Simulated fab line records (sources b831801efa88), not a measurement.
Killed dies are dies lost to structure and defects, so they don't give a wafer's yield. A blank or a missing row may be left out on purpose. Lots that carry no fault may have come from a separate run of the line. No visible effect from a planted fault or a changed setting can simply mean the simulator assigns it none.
fab line records | flow gf180mcu
[record] lots = 6 wafers = 18 last-day = 34
route steps=602 shown M2@372 V2@382 M3@409 PASSIVATION@602
lots that met no fault: taken from a fault-free run of the same line
start-h: start of the lot's first displayed wafer, in hours after the record's first day | wait-h: how many hours have passed since the lot's step before this one | " same as the row above | L1.1+2: a row that stands for several wafers | - no value, or no start given | * or withheld: withheld | < > ~ a bound
route shown NAME@n: names a module that has steps shown in the file, with the first one's number in the route | usual: the fault-free wafers' mean and standard deviation | same: alike in all rows | chamber/n: place in a boat | sites: the reading at each site | _std_site: their standard deviation | _edge_site: outer sites' mean less inner sites' | radius-mm: how far each site lies from the wafer's centre | mask NAME#n: copy n | behind: tool/chamber where the wafer was last shaped | hold: cause of the lot's hold/its duration in hours/its outcome | device: the transistor (n, p or np) that didn't switch | end of line: tests of these same wafers at the route's end | a step given without rows: its recipe and nothing more | killed: count of dies lost to structure and defects at first sort (not the wafer's yield) | map: dies across one wafer; x = killed, . = not, _ = none there
set.NAME: the setting as run; set.NAME@STEP: as run at that earlier step | model.NAME: the simulator's own value behind a step, which no gauge read
lots at some steps of the route; a table a step, a row a wafer
services: a tool's chamber out of use, with start hour (start-h, from the record's first day; less than 0 if before it), hours out, and reason
[[steps]]
[step GF_M2_SOFTBAKE_10]
[recipe] temp-c = 130 time-s = 60 resist = KrF
[step GF_M2_EXPOSE_11]
[recipe] mask-id = Metal2 target-cd-nm = 280 na = 0.68 source-shape = conventional sigma-outer = 0.6 dose-mj = 28
[step GF_M2_PEB_12]
[recipe] peb-temp-c = 135 peb-time-s = 90 resist = KrF
[step GF_M2_DEVELOP_13]
[recipe] develop-time-s = 60 dev-temp-c = 21
[step GF_M2_CD_MEAS_14]
[recipe] target-cd-nm = 280
[usual] cd-nm = 279.8/1.1
// columns lot.wafer tool chamber start-h wait-h cd-nm
L562.1 cd-sem-02 - 540.11 0.1 279.2
L562.3 " - " " 278.8
L562.5 " - " " 279.4
L565.1 cd-sem-02 - 553.76 0.1 280.2
L565.2 " - " " 280.7
L565.3 " - " " 280.7
L569.2 cd-sem-02 - 583.03 0.1 279.6
L569.4 " - " " 280.4
L569.5 " - " " 280.1
L571.1 cd-sem-01 - 598.86 0.1 277.7
L571.2 " - " " 277.2
L571.3 " - " " 277.6
L572.1 cd-sem-01 - 608.41 0.1 279.5
L572.3 " - " " 279.4
L572.6 " - " " 279.2
L575.3 cd-sem-01 - 624.98 0.1 280.2
L575.4 " - " " 280.4
L575.6 " - " " 281.1
[step GF_M2_OVL_MEAS_15]
[usual] M2_OVL = -2/5.1
// columns lot.wafer tool chamber start-h wait-h M2_OVL[nm]
L562.1 overlay-02 - 540.23 0.1 -3
L562.3 " - " " -2
L562.5 " - " " -7
L565.1 overlay-01 - 553.88 0.1 1
L565.2 " - " " 3
L565.3 " - " " -4
L569.2 overlay-01 - 583.14 0.1 -2
L569.4 " - " " -3
L569.5 " - " " 6
L571.1 overlay-02 - 598.98 0.1 1
L571.2 " - " " 0
L571.3 " - " " -5
L572.1 overlay-02 - 608.53 0.1 5
L572.3 " - " " 8
L572.6 " - " " 1
L575.3 overlay-02 - 625.08 0.1 -3
L575.4 " - " " -5
L575.6 " - " " -3
[step GF_M2_METAL_ETCH_16]
[recipe] chemistry = Cl2/BCl3 mask-material = KrF target-depth-nm = 627.5 stop-on = SiO2 pressure-mtorr = 8 icp-w = 800 bias-w = 140 Cl2_flow_sccm = 80 bcl3-flow-sccm = 40 time-s = 104.6
[usual] bcl3-flow-sccm = 40.00/0.12 drypump-motor-current-A = 5.47/0.29 he-backside-leak-sccm = 3.4/0.32 oes-product-au = 0.975/0.0059 throttle-valve-pct = 28.247/0.0097
[same] time-s = 104.6
// columns lot.wafer tool chamber start-h wait-h bcl3-flow-sccm drypump-motor-current-A he-backside-leak-sccm oes-product-au rf-hours-counter-h throttle-valve-pct
L562.1 rie-metal-02 1 540.27 0.0 39.74 5.72 3.3 0.969 2.6 28.262
L562.3 " 0 " " 39.98 5.30 3.0 0.981 - 28.250
L562.5 " 0 " " 39.96 5.30 2.9 0.987 - 28.244
L565.1 rie-metal-01 0 553.92 0.0 40.13 5.60 3.5 0.979 0.8 28.251
L565.2 " 1 " " 40.09 5.76 3.5 0.977 5.0 28.243
L565.3 " 0 " " 40.24 5.63 3.5 0.975 - 28.237
L569.2 rie-metal-02 1 583.17 0.0 40.01 5.75 3.3 0.975 3.2 28.239
L569.4 " 0 " " 39.94 5.30 3.0 0.968 - 28.253
L569.5 " 1 " " 40.11 5.74 3.3 0.971 - 28.243
L571.1 rie-metal-01 1 599.02 0.0 39.78 5.76 3.4 0.968 6.1 28.257
L571.2 " 0 " " 40.15 5.63 3.6 0.973 1.9 28.244
L571.3 " 0 " " 40.10 5.64 3.8 0.975 - 28.258
L572.1 rie-metal-01 1 608.57 0.0 40.05 5.76 3.6 0.981 6.3 28.234
L572.3 " 0 " " 39.85 5.62 3.3 0.975 - 28.239
L572.6 " 0 " " 40.00 5.64 3.3 0.974 - 28.231
L575.3 rie-metal-04 1 625.14 0.1 40.13 5.51 3.7 0.980 - 28.244
L575.4 " 0 " " 40.19 5.05 3.3 0.973 - 28.252
L575.6 " 1 " " 40.15 5.52 3.6 0.976 - 28.265
[step GF_M2_STRIP_17]
[recipe] chemistry = O2/N2 power-w = 1400 pressure-mtorr = 1500 platen-temp-c = 250 o2-flow-sccm = 3000 n2-flow-sccm = 300 overash-fraction = 0.5
[step GF_M2_STRIP_18]
[recipe] chemistry = post-etch-residue-remover time-s = 1200 temp-c = 72.5
[step GF_M2_CLEAN_19]
[recipe] chemistry = DIW dry = n2-spin
[step GF_V2_CVD_00]
[recipe] material = SiO2 target-thk-nm = 600 sigma-open-frac = 0.3 temp-c = 400 time-s = 100 sih4-flow-sccm = 60 pressure-mtorr = 6
[step GF_V2_THK_MEAS_01]
[recipe] reads = SiO2_of_V2_CVD_00
[usual] V2_CVD_00_THK = 599/6.7
// columns lot.wafer tool chamber start-h wait-h V2_CVD_00_THK[nm]
L562.1 film-metro-01 - 540.99 0.0 594
L562.3 " - " " 593
L562.5 " - " " 595
L565.1 film-metro-01 - 554.67 0.0 590
L565.2 " - " " 592
L565.3 " - " " 600
L569.2 film-metro-04 - 583.90 0.0 595
L569.4 " - " " 609
L569.5 " - " " 603
L571.1 film-metro-01 - 599.74 0.0 609
L571.2 " - " " 608
L571.3 " - " " 598
L572.1 film-metro-01 - 609.29 0.0 607
L572.3 " - " " 605
L572.6 " - " " 597
L575.3 film-metro-04 - 625.87 0.1 587
L575.4 " - " " 588
L575.6 " - " " 595
[step GF_V2_CVD_02]
[recipe] material = SiO2 target-thk-nm = 850 precursor = TEOS temp-c = 400 time-s = 94.851 rf-w = 600
[usual] heater-power-w = 646/99
// columns lot.wafer tool chamber start-h wait-h heater-power-w since-wet-clean-h model.SiO2_of_V2_CVD_02.thk-nm
L562.1 pecvd-01 0 541.05 0.1 575 575 841.7
L562.3 " 2 " " 744 575 835.2
L562.5 " 2 " " 777 - 843.5
L565.1 pecvd-03 1 554.73 0.1 701 172 834
L565.2 " 2 " " 666 172 843.4
L565.3 " 0 " " 577 172 843.8
L569.2 pecvd-03 2 583.95 0.0 712 201 840.7
L569.4 " 0 " " 478 - 352.5
L569.5 " 1 " " 676 - 847.1
L571.1 pecvd-03 1 599.80 0.1 641 217 842
L571.2 " 0 " " 606 217 850.5
L571.3 " 2 " " 706 217 327.3
L572.1 pecvd-01 2 609.35 0.1 678 643 831.8
L572.3 " 1 " " 548 643 836.9
L572.6 " 0 " " 562 - 842.9
L575.3 pecvd-02 1 625.91 0.0 599 451 860.4
L575.4 " 1 " " 667 - 875.5
L575.6 " 0 " " 899 - 863.3
[step GF_V2_THK_MEAS_03]
[recipe] reads = SiO2_of_V2_CVD_02
[usual] V2_CVD_02_THK = 848/11
// columns lot.wafer tool chamber start-h wait-h V2_CVD_02_THK[nm]
L562.1 film-metro-03 - 541.12 0.0 842
L562.3 " - " " 835
L562.5 " - " " 844
L565.1 film-metro-01 - 554.80 0.0 833
L565.2 " - " " 843
L565.3 " - " " 843
L569.2 film-metro-04 - 584.03 0.0 840
L569.4 " - " " 352
L569.5 " - " " 847
L571.1 film-metro-03 - 599.87 0.0 842
L571.2 " - " " 850
L571.3 " - " " 327
L572.1 film-metro-03 - 609.42 0.0 832
L572.3 " - " " 836
L572.6 " - " " 844
L575.3 film-metro-04 - 626.00 0.1 860
L575.4 " - " " 876
L575.6 " - " " 863
[step GF_V2_CMP_04]
[recipe] material = SiO2 down-force-psi = 4 platen-rpm = 60 pad-velocity-m-s = 0.94248
[usual] motor-current-A = 12.5/1.3 time-to-endpoint-s = 82/4.8
// columns lot.wafer tool chamber start-h wait-h motor-current-A time-to-endpoint-s
L562.3 cmp-02 2 541.18 0.0 12.3 75
L562.1 " 0 " " 11.2 79
L562.5 " 3 " " 12.8 77
L565.2 cmp-01 2 555.19 0.4 11.0 77
L565.3 " 3 " " 10.8 80
L565.1 " 0 " " 13.2 74
L569.4 cmp-02 0 584.08 0.0 10.8 19
L569.2 " 2 " " 12.0 78
L569.5 " 1 " " 15.3 84
L571.2 cmp-01 0 599.93 0.0 12.3 74
L571.3 " 1 " " 12.4 17
L571.1 " 3 " " 11.6 73
L572.1 cmp-02 0 609.53 0.1 10.7 77
L572.3 " 1 " " 14.4 77
L572.6 " 0 " " 10.4 75
L575.4 cmp-02 1 626.04 0.0 14.5 91
L575.3 " 3 " " 12.6 84
L575.6 " 1 " " 14.8 90
[step GF_V2_BOW_MEAS_05]
[recipe] mode = bow
[usual] V2_BOW = 98/7.8
// columns lot.wafer tool chamber start-h wait-h V2_BOW[um]
L562.1 film-metro-03 - 541.48 0.1 97
L562.3 " - " " 89
L562.5 " - " " 92
L565.1 film-metro-01 - 555.44 0.1 98
L565.2 " - " " 101
L565.3 " - " " 101
L569.2 film-metro-01 - 584.40 0.2 91
L569.4 " - " " 89
L569.5 " - " " 91
L571.1 film-metro-03 - 600.23 0.1 97
L571.2 " - " " 111
L571.3 " - " " 91
L572.1 film-metro-01 - 609.78 0.2 84
L572.3 " - " " 83
L572.6 " - " " 88
L575.3 film-metro-04 - 626.38 0.2 94
L575.4 " - " " 99
L575.6 " - " " 97
[step GF_V2_DEHYDRATE_06]
[recipe] temp-c = 200 time-s = 60
[step GF_V2_HMDS_07]
[recipe] prime-time-s = 60 prime-temp-c = 120
[step GF_V2_COAT_08]
[recipe] resist = BARC temp-c = withheld time-s = withheld spin-rpm = withheld resist-thk-nm = withheld
[step GF_V2_COAT_09]
[recipe] resist = KrF spin-rpm = withheld resist-thk-nm = 1000
[step GF_V2_SOFTBAKE_10]
[recipe] temp-c = 130 time-s = 60 resist = KrF
[step GF_V2_EXPOSE_11]
[recipe] mask-id = Via2 target-cd-nm = 260 na = 0.68 source-shape = conventional sigma-outer = 0.6 dose-mj = 38
[step GF_V2_PEB_12]
[recipe] peb-temp-c = 135 peb-time-s = 90 resist = KrF
[step GF_V2_DEVELOP_13]
[recipe] develop-time-s = 60 resist = KrF dev-temp-c = 21
[step GF_V2_CD_MEAS_14]
[recipe] target-cd-nm = 260
[usual] cd-nm = 259.9/1.1
// columns lot.wafer tool chamber start-h wait-h cd-nm
L562.1 cd-sem-02 - 564.24 0.1 259.3
L562.3 " - " " 259.4
L562.5 " - " " 259.2
L565.1 cd-sem-02 - 578.05 0.1 259.0
L565.2 " - " " 258.4
L565.3 " - " " 258.7
L569.2 cd-sem-01 - 605.82 0.1 262.2
L569.4 " - " " 262.9
L569.5 " - " " 262.2
L571.1 cd-sem-02 - 620.54 0.1 260.7
L571.2 " - " " 258.1
L571.3 " - " " 259.5
L572.1 cd-sem-01 - 630.14 0.1 261.1
L572.3 " - " " 261.5
L572.6 " - " " 259.5
L575.3 cd-sem-01 - 646.69 0.1 261.0
L575.4 " - " " 260.7
L575.6 " - " " 261.7
[step GF_V2_OVL_MEAS_15]
[usual] V2_OVL = -2/4.7
// columns lot.wafer tool chamber start-h wait-h V2_OVL[nm]
L562.1 overlay-02 - 564.36 0.1 -2
L562.3 " - " " -1
L562.5 " - " " -2
L565.1 overlay-01 - 578.17 0.1 0
L565.2 " - " " 1
L565.3 " - " " 3
L569.2 overlay-01 - 605.93 0.1 -1
L569.4 " - " " -5
L569.5 " - " " 0
L571.1 overlay-02 - 620.66 0.1 -6
L571.2 " - " " 0
L571.3 " - " " -8
L572.1 overlay-01 - 630.26 0.1 -10
L572.3 " - " " -5
L572.6 " - " " -9
L575.3 overlay-02 - 646.78 0.1 -7
L575.4 " - " " -1
L575.6 " - " " -6
[step GF_V2_ETCH_16]
[recipe] chemistry = N2/H2 target-depth-a = withheld overetch-a = withheld time-s = withheld target = BARC ion-energy-ev = 200 source-w = 500 bias-w = 100 pressure-mtorr = 30 n2-flow-sccm = 100 h2-flow-sccm = 200
[step GF_V2_ETCH_17]
[recipe] chemistry = C4F8/O2/Ar mask-material = KrF target = SiO2 stop-on = TiN source-w = 1500 bias-w = 1200 pressure-mtorr = 40 c4f8-flow-sccm = withheld O2_flow_sccm = 6 Ar_flow_sccm = 300 time-s = withheld target-depth-a = 6300
[usual] oes-product-au = 0.857/0.0049
// columns lot.wafer tool chamber start-h wait-h oes-product-au model.V2.feature-depth-nm model.etch.depth-nm
L562.1 rie-diel-04 1 - - 0.861 633.6 633.6
L562.3 " 3 " " 0.852 634.5 634.5
L562.5 " 1 " " 0.855 633.3 633.3
L565.1 rie-diel-01 2 - - 0.861 630.6 630.6
L565.2 " 3 " " 0.859 631.8 631.8
L565.3 " 1 " " 0.848 632.3 632.3
L569.2 rie-diel-04 0 - - 0.855 635.1 635.1
L569.4 " 2 " " 0.643 352.5 352.5
L569.5 " 1 " " 0.860 634.9 634.9
L571.1 rie-diel-01 0 - - 0.865 632.7 632.7
L571.2 " 1 " " 0.851 631.7 631.7
L571.3 " 2 " " 0.635 327.3 327.3
L572.1 rie-diel-01 0 - - 0.858 633 633
L572.3 " 3 " " 0.851 632.7 632.7
L572.6 " 2 " " 0.855 633.5 633.5
L575.3 rie-diel-02 0 - - 0.862 632.1 632.1
L575.4 " 3 " " 0.859 634 634
L575.6 " 0 " " 0.849 633.2 633.2
[step GF_V2_STRIP_18]
[recipe] chemistry = O2/N2 power-w = 1400 pressure-mtorr = 1500 platen-temp-c = 250 o2-flow-sccm = 3000 n2-flow-sccm = 300 overash-fraction = 0.5
[step GF_V2_STRIP_19]
[recipe] chemistry = post-etch-residue-remover time-s = 1200 temp-c = 72.5
[step GF_V2_CLEAN_20]
[recipe] chemistry = DIW dry = n2-spin
[step GF_V2_SPUTTER_21]
[recipe] material = Ti target-thk-nm = 15 chamber-pressure-pa = 5 power-w = 2500 substrate-temp-c = 200 time-s = 80.02
[usual] chamber-pressure-pa = 5.000/0.0098 throttle-valve-pct = 29.9/0.79
[same] time-s = 80.02
// columns lot.wafer tool chamber start-h wait-h chamber-pressure-pa throttle-valve-pct
L562.1 pvd-sputter-02 - 565.09 0.0 4.993 29.1
L562.3 " - " " 4.990 30.1
L562.5 " - " " 4.976 30.6
L565.1 pvd-sputter-02 - 579.21 0.0 4.994 29.4
L565.2 " - " " 4.993 30.0
L565.3 " - " " 4.981 30.9
L569.2 pvd-sputter-04 - 606.71 0.0 4.997 30.9
L569.4 " - " " 4.987 28.6
L569.5 " - " " 5.032 29.1
L571.1 pvd-sputter-03 - 621.36 0.0 5.003 31.5
L571.2 " - " " 5.011 29.8
L571.3 " - " " 5.001 29.2
L572.1 pvd-sputter-04 - 630.99 0.0 5.002 29.4
L572.3 " - " " 5.006 28.7
L572.6 " - " " 5.012 30.9
L575.3 pvd-sputter-02 - 647.48 0.0 5.012 30.7
L575.4 " - " " 5.005 29.2
L575.6 " - " " 5.001 30.8
[step GF_V2_SPUTTER_22]
[recipe] material = TiN target-thk-nm = 10 chamber-pressure-pa = 5 power-w = 4000 time-s = 40
[usual] chamber-pressure-pa = 4.999/0.0089 throttle-valve-pct = 29.9/0.78
[same] time-s = 40
// columns lot.wafer tool chamber start-h wait-h chamber-pressure-pa throttle-valve-pct
L562.1 pvd-sputter-02 - 565.16 0.0 4.980 29.3
L562.3 " - " " 5.005 30.1
L562.5 " - " " 4.989 30.5
L565.1 pvd-sputter-02 - 579.28 0.0 4.992 29.4
L565.2 " - " " 4.997 30.0
L565.3 " - " " 5.002 30.8
L569.2 pvd-sputter-04 - 606.77 0.0 5.001 30.7
L569.4 " - " " 4.995 28.4
L569.5 " - " " 5.012 29.1
L571.1 pvd-sputter-03 - 621.42 0.0 4.994 31.5
L571.2 " - " " 4.996 29.8
L571.3 " - " " 4.991 29.1
L572.1 pvd-sputter-04 - 631.05 0.0 4.989 29.1
L572.3 " - " " 5.013 28.4
L572.6 " - " " 5.016 31.3
L575.3 pvd-sputter-02 - 647.54 0.0 5.004 30.8
L575.4 " - " " 4.985 29.2
L575.6 " - " " 5.014 30.4
[step GF_V2_CVD_23]
[recipe] material = W target-thk-nm = 350 time-s = 104.94 temp-c = 400 pressure-torr = 40
[usual] chamber-pressure-Torr = 40.00/0.092 heater-power-w = 808/100
[same] time-s = 104.94
// columns lot.wafer tool chamber start-h wait-h chamber-pressure-Torr heater-power-w since-wet-clean-h
L562.1 cvd-w-01 0 565.19 0.0 39.94 763 661
L562.3 " 0 " " 39.91 745 -
L562.5 " 1 " " 40.00 1001 -
L565.1 cvd-w-02 1 579.31 0.0 39.93 699 175
L565.2 " 0 " " 39.99 866 175
L565.3 " 0 " " 40.11 864 -
L569.2 cvd-w-02 0 606.81 0.0 39.87 847 203
L569.4 " 1 " " 39.86 714 -
L569.5 " 1 " " 39.94 693 -
L571.1 cvd-w-02 0 621.46 0.0 40.06 881 217
L571.2 " 1 " " 39.86 709 217
L571.3 " 1 " " 39.89 695 -
L572.1 cvd-w-02 0 631.09 0.0 40.08 860 227
L572.3 " 1 " " 40.05 699 -
L572.6 " 1 " " 40.14 709 -
L575.3 cvd-w-01 0 647.65 0.1 40.14 780 -
L575.4 " 0 " " 40.01 778 -
L575.6 " 0 " " 39.94 764 -
[step GF_V2_RS_MEAS_24]
[recipe] thk-meas-gauge = four-point-probe reads = W_of_V2_CVD_23+TiN_of_V2_SPUTTER_22+Ti_of_V2_SPUTTER_21
[usual] V2_W_RS = 0.326/0.0033
// columns lot.wafer tool chamber start-h wait-h V2_W_RS[ohm/sq]
L562.1 film-metro-01 - 565.31 0.1 0.331
L562.3 " - " " 0.328
L562.5 " - " " 0.335
L565.1 film-metro-04 - 579.43 0.1 0.328
L565.2 " - " " 0.319
L565.3 " - " " 0.323
L569.2 film-metro-03 - 606.94 0.1 0.323
L569.4 " - " " 0.323
L569.5 " - " " 0.328
L571.1 film-metro-04 - 621.57 0.1 0.324
L571.2 " - " " 0.326
L571.3 " - " " 0.325
L572.1 film-metro-03 - 631.21 0.1 0.324
L572.3 " - " " 0.328
L572.6 " - " " 0.326
L575.3 film-metro-01 - 647.84 0.2 0.322
L575.4 " - " " 0.323
L575.6 " - " " 0.323
[step GF_V2_THK_MEAS_25]
[recipe] thk-meas-gauge = xrf reads = W_of_V2_CVD_23
[usual] V2_W_THK = 347/4.4
// columns lot.wafer tool chamber start-h wait-h V2_W_THK[nm]
L562.1 film-metro-01 - 565.43 0.1 347
L562.3 " - " " 350
L562.5 " - " " 342
L565.1 film-metro-04 - 579.55 0.1 347
L565.2 " - " " 357
L565.3 " - " " 353
L569.2 film-metro-03 - 607.05 0.1 346
L569.4 " - " " 346
L569.5 " - " " 340
L571.1 film-metro-04 - 621.69 0.1 351
L571.2 " - " " 346
L571.3 " - " " 349
L572.1 film-metro-03 - 631.33 0.1 345
L572.3 " - " " 342
L572.6 " - " " 343
L575.3 film-metro-01 - 647.94 0.1 353
L575.4 " - " " 351
L575.6 " - " " 353
[step GF_V2_CMP_26]
[recipe] stop-on = SiO2 down-force-psi = 3.5 platen-rpm = 60 t-overpolish-s = 15 target-thk-nm = 0 pad-velocity-m-s = 0.94248
[usual] motor-current-A = 11.1/1.1 overpolish-run-s = 14.999/0.0087 time-to-endpoint-s = 86/3.1
// columns lot.wafer tool chamber start-h wait-h motor-current-A overpolish-run-s time-to-endpoint-s model.SiO2_of_V2_CVD_02.thk-nm
L562.3 cmp-01 3 565.54 0.1 10.4 14.998 82 630.8
L562.1 " 0 " " 11.5 15.007 84 629.8
L562.5 " 2 " " 9.7 14.995 84 629.6
L565.1 cmp-02 0 579.80 0.2 9.8 14.994 84 626.8
L565.2 " 1 " " 12.5 15.007 92 628
L565.3 " 3 " " 11.7 14.986 81 628.5
L569.2 cmp-01 3 607.10 0.0 10.0 14.985 88 631.3
L569.4 " 1 " " 10.9 15.001 88 348.7
L569.5 " 3 " " 10.0 14.980 86 631.1
L571.3 cmp-01 2 621.75 0.0 10.2 14.994 81 323.5
L571.2 " 3 " " 10.4 15.000 83 627.9
L571.1 " 1 " " 10.6 15.010 85 628.9
L572.1 cmp-01 0 631.39 0.1 12.0 15.005 83 629.2
L572.3 " 1 " " 11.1 14.992 83 628.9
L572.6 " 0 " " 12.6 15.001 85 629.7
L575.4 cmp-02 1 647.98 0.0 13.6 14.998 90 630.2
L575.3 " 3 " " 12.0 14.998 83 628.3
L575.6 " 2 " " 11.3 14.995 87 629.4
[step GF_M3_SPUTTER_00]
[recipe] material = Ti target-thk-nm = 37.5 arriving-ion-energy-ev = 80 substrate-temp-c = 200 chamber-pressure-pa = 2 power-w = 4000 time-s = 150
[usual] chamber-pressure-pa = 2.000/0.0044 throttle-valve-pct = 30.2/1.1
[same] time-s = 150
// columns lot.wafer tool chamber start-h wait-h chamber-pressure-pa throttle-valve-pct
L562.1 pvd-sputter-03 - 565.79 0.1 2.001 31.4
L562.3 " - " " 1.992 29.6
L562.5 " - " " 2.000 31.3
L565.1 pvd-sputter-01 - 580.10 0.2 1.991 29.3
L565.2 " - " " 1.997 32.0
L565.3 " - " " 1.992 30.3
L569.2 pvd-sputter-02 - 607.40 0.2 2.000 30.2
L569.4 " - " " 2.001 29.9
L569.5 " - " " 1.998 30.0
L571.1 pvd-sputter-01 - 622.05 0.1 1.999 31.8
L571.2 " - " " 2.008 31.6
L571.3 " - " " 1.997 30.6
L572.1 pvd-sputter-03 - 631.69 0.2 1.997 31.3
L572.3 " - " " 2.001 29.1
L572.6 " - " " 1.999 29.6
L575.3 pvd-sputter-03 - 648.28 0.1 2.003 29.9
L575.4 " - " " 2.001 29.4
L575.6 " - " " 2.002 29.0
[step GF_PASSIVATION_PROBE_99]
// columns lot.wafer tool chamber start-h wait-h model.etest.met3-comb.leak-log10-a-um model.etest.via2-chain.rc-ohm
L562.1 prober-01 - 750.72 0.1 -12.02 6.602
L562.3 prober-01 - 750.82 0.2 -12.11 6.466
L562.5 prober-01 - 750.92 0.2 -12.06 6.19
L565.1 prober-02 - 764.71 0.1 -11.94 6.402
L565.2 prober-02 - 764.76 0.1 -12 6.394
L565.3 prober-02 - 764.81 0.2 -11.95 6.347
L569.2 prober-02 - 784.92 0.1 -12 6.61
L569.4 prober-02 - 785.02 0.2 -6.957 5.449
L569.5 prober-02 - 785.07 0.2 -12.11 6.4
L571.1 prober-02 - 796.17 0.1 -12.07 6.587
L571.2 prober-02 - 796.22 0.1 -11.99 6.201
L571.3 prober-02 - 796.27 0.2 -7.112 5.452
L572.1 prober-02 - 802.27 0.1 -12.09 6.408
L572.3 prober-02 - 802.37 0.2 -12.01 6.256
L572.6 prober-02 - 802.52 0.2 -11.77 6.669
L575.3 prober-01 - 814.22 0.2 -11.87 6.228
L575.4 prober-01 - 814.27 0.2 -11.9 6.682
L575.6 prober-01 - 814.37 0.2 -11.96 6.442
// killed by level:class
L562.1 CONTACT:geometric-particle:open=6 V5:geometric-particle:open=4 V3:geometric-particle:short=3 V2:geometric-particle:short=3 V2:geometric-particle:open=3 M3:geometric-particle:short=3 V5:geometric-particle:short=3 V4:geometric-particle:short=3
L562.3 V3:geometric-particle:open=10 CONTACT:geometric-particle:open=7 V5:geometric-particle:open=5 V1:geometric-particle:open=3 V2:geometric-particle:open=3 V5:geometric-particle:short=3 STI:geometric-particle:open=2 M2:geometric-particle:short=2
L562.5 CONTACT:geometric-particle:short=6 V1:geometric-particle:short=6 V2:geometric-particle:open=6 V5:geometric-particle:open=5 V3:geometric-particle:open=4 CONTACT:geometric-particle:open=4 V1:geometric-particle:open=4 POLY_GATE:geometric-particle:short=3
L565.1 CONTACT:geometric-particle:open=10 V3:geometric-particle:open=6 V1:geometric-particle:open=5 V1:geometric-particle:short=4 STI:geometric-particle:short=3 CONTACT:geometric-particle:short=3 V2:geometric-particle:open=3 V3:geometric-particle:short=3
L565.2 V1:geometric-particle:open=6 V2:geometric-particle:open=6 V3:geometric-particle:open=5 V4:geometric-particle:open=4 M5:geometric-particle:short=4 POLY_GATE:geometric-particle:short=3 CONTACT:geometric-particle:open=3 CONTACT:geometric-particle:short=3
L565.3 V5:geometric-particle:open=7 V1:geometric-particle:open=5 STI:geometric-particle:open=4 CONTACT:geometric-particle:open=4 V2:geometric-particle:short=3 V3:geometric-particle:open=3 V5:geometric-particle:short=3 POLY_GATE:geometric-particle:short=2
L572.1 V2:geometric-particle:open=7 CONTACT:geometric-particle:open=5 V1:geometric-particle:open=5 M2:geometric-particle:short=4 STI:geometric-particle:short=3 M3:geometric-particle:short=3 V3:geometric-particle:open=3 POLY_GATE:geometric-particle:open=2
L572.3 CONTACT:geometric-particle:open=5 V5:geometric-particle:open=5 V4:geometric-particle:open=4 STI:geometric-particle:short=3 V1:geometric-particle:open=3 V3:geometric-particle:open=3 CONTACT:geometric-particle:short=2 V1:geometric-particle:short=2
L572.6 CONTACT:geometric-particle:open=4 V5:geometric-particle:open=4 M1:geometric-particle:short=3 V2:geometric-particle:short=3 M4:geometric-particle:short=3 CONTACT:geometric-particle:short=2 V1:geometric-particle:open=2 V2:geometric-particle:open=2
L575.3 CONTACT:geometric-particle:open=11 V3:geometric-particle:open=8 V3:geometric-particle:short=4 V4:geometric-particle:open=4 V5:geometric-particle:open=4 CONTACT:geometric-particle:short=3 M1:geometric-particle:short=3 V1:geometric-particle:open=3
L575.4 CONTACT:geometric-particle:open=8 M2:geometric-particle:short=4 V3:geometric-particle:open=4 STI:geometric-particle:open=3 M1:geometric-particle:short=3 V1:geometric-particle:open=3 V2:geometric-particle:open=3 V2:geometric-particle:short=3
L575.6 V4:geometric-particle:open=6 CONTACT:geometric-particle:open=5 V2:geometric-particle:open=5 V1:geometric-particle:open=4 CONTACT:geometric-particle:short=3 M2:geometric-particle:short=2 V4:geometric-particle:short=2 M5:geometric-particle:short=2
[[services]]
// columns tool chamber start-h hours kind
pvd-sputter-04 - 518.63 1.4 repair
cvd-w-01 0 523.98 5.2 repair
pecvd-03 1 536.03 8.1 repair
pvd-sputter-03 - 536.65 5.2 repair
pecvd-01 - 549.44 1.1 repair
pecvd-01 1 550.16 9.0 repair
rie-metal-01 - 550.17 0.7 repair
rie-metal-02 - 550.78 14.6 pm
rie-diel-01 3 558.17 1.8 repair
pecvd-03 - 565.69 0.3 repair
cmp-01 - 572.00 4.0 pm
cmp-01 - 575.52 11.9 repair
cvd-w-02 - 579.79 2.8 pm
pvd-sputter-01 - 584.88 11.2 repair
pecvd-01 - 592.29 5.4 repair
cvd-w-01 0 592.32 14.4 repair
pvd-sputter-03 - 598.22 2.1 repair
rie-diel-04 3 614.69 8.5 repair
cmp-01 - 629.68 1.1 repair
pecvd-01 - 629.85 28.1 pm
rie-diel-01 3 639.60 5.4 repair
cmp-02 - 639.71 0.6 repair
cmp-01 - 642.53 3.5 repair
rie-diel-01 2 642.68 3.5 repair
[[key]]
[first-sign] step = GF_V2_THK_MEAS_03 reading = V2_CVD_02_THK direction = down sigmas = 47 usual = 848 struck = 340
[effect] step = GF_V2_CMP_04 reading = time-to-endpoint-s direction = down sigmas = 13 usual = * struck = *
[effect] step = GF_V2_ETCH_17 reading = oes-product-au direction = down sigmas = 44 usual = 0.857 struck = 0.639
[model-effect] step = GF_V2_CVD_02 value = SiO2_of_V2_CVD_02.thk-nm without = 851.8 struck = 339.9
[model-effect] step = GF_V2_ETCH_17 value = V2.feature-depth-nm without = 633.1 struck = 339.9
[model-effect] step = GF_V2_CMP_26 value = SiO2_of_V2_CVD_02.thk-nm without = 629.3 struck = 336.1
[model-effect] step = GF_PASSIVATION_PROBE_99 value = etest.met3-comb.leak-log10-a-um without = -11.88 struck = -7.035
met-at GF_V2_CVD_02
struck-wafers L569.4,L571.3
sort-left-out L569.4,L571.3
onset-between 554.73 583.95
[fault] kind = process-parameter-drift tool = pecvd-03 chamber = - onset-h = 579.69 steps = GF_V2_CVD_02 channel = target-thk-nm offset = -511.87 shape = step end-h = 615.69 scope = struck-wafers-only acts-in = these-recipes-only stated = 850
// sort-left-out: the simulated sort isn't trusted on such a fault, so these wafers' sort isn't shown, and their yield isn't known
